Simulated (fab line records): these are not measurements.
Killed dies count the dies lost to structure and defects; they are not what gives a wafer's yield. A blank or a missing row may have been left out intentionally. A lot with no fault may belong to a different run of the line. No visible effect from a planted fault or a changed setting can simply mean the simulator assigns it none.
What tool caused it? ; flow gf180mcu ; 7 lots with 21 wafers sampled at 3 steps, on a route of 602 steps

## WHAT EACH GAUGE READ, for each wafer
GF_DNWELL_TW_MEAS_09.
lot;measured;on;DNWELL_TW
L724;day 3 00:38;film_metro-01;1345 1355 1337
L727;day 3 16:20;film_metro-03;1310 1311 1314
L730;day 4 07:23;film_metro-02;1348 1344 1348
L732;day 4 18:05;film_metro-03;1316 1323 1310
L734;day 5 05:52;film_metro-02;1343 1344 1341
L736;day 5 14:41;film_metro-01;1356 1357 1359
L744;day 7 10:14;film_metro-03;30 30 30 30 30 30

## WHICH TOOL RAN EACH LOT (tool, then ch and the chambers of the sampled wafers, then the start)
lot;GF_STI_CMP_25;GF_DNWELL_EXPOSE_04
L724;cmp-01 ch 0,1,3, day 2 09:19;iline_stepper-02 ch 0, day 2 18:17
L727;cmp-02 ch 0,1,3, day 3 00:20;iline_stepper-02 ch 0, day 3 09:28
L730;cmp-01 ch 0,1,3, day 3 15:12;iline_stepper-02 ch 0, day 4 00:31
L732;cmp-01 ch 0,1,3, day 4 01:55;iline_stepper-02 ch 0, day 4 11:16
L734;cmp-02 ch 0,1,3, day 4 12:45;iline_stepper-01 ch 0, day 4 22:31
L736;cmp-02 ch 1,2, day 4 21:58;iline_stepper-01 ch 0, day 5 07:44
L744;cmp-02 ch 1,2,3, day 6 15:41;iline_stepper-02, day 7 02:11
- GF_STI_CMP_25: polishes, stops on Si3N4, t overpolish 33 s, target thk 524.6 nm.
- GF_DNWELL_EXPOSE_04: exposes mask DNWELL, target cd 1700 nm.

## THE ANSWER, worked out from the rows above alone
Rule: usual is defined by the lots themselves. Put in order of their means at a reading, lots are off if they are a third of the lots or fewer, leave a main group of 4 or more, and stand apart from it by a gap of 3 or more times the standard deviation of the main group's means; of several such gaps the widest counts. A main group is skipped when, at the precision printed for the reading in the tables above, its means are all equal. Also off: a lot with no number at a reading for which 4 or more lots have one. All remaining lots with rows at the step are treated as sound.
Off: L744, at GF_DNWELL_TW_MEAS_09 (DNWELL_TW). For the main group the mean is 1337 and the standard deviation 17.
A tool fits if, at a process step before that reading, it ran every lot that is off, and no sound lot after the first of them. Gauges at GF_DNWELL_TW_MEAS_09: tried the same way as those tools. Can't be told from this: 3 tools fit, cmp-02 at GF_STI_CMP_25, iline_stepper-02 at GF_DNWELL_EXPOSE_04, film_metro-03 at GF_DNWELL_TW_MEAS_09.

## WHAT THE SIMULATOR PUT IN
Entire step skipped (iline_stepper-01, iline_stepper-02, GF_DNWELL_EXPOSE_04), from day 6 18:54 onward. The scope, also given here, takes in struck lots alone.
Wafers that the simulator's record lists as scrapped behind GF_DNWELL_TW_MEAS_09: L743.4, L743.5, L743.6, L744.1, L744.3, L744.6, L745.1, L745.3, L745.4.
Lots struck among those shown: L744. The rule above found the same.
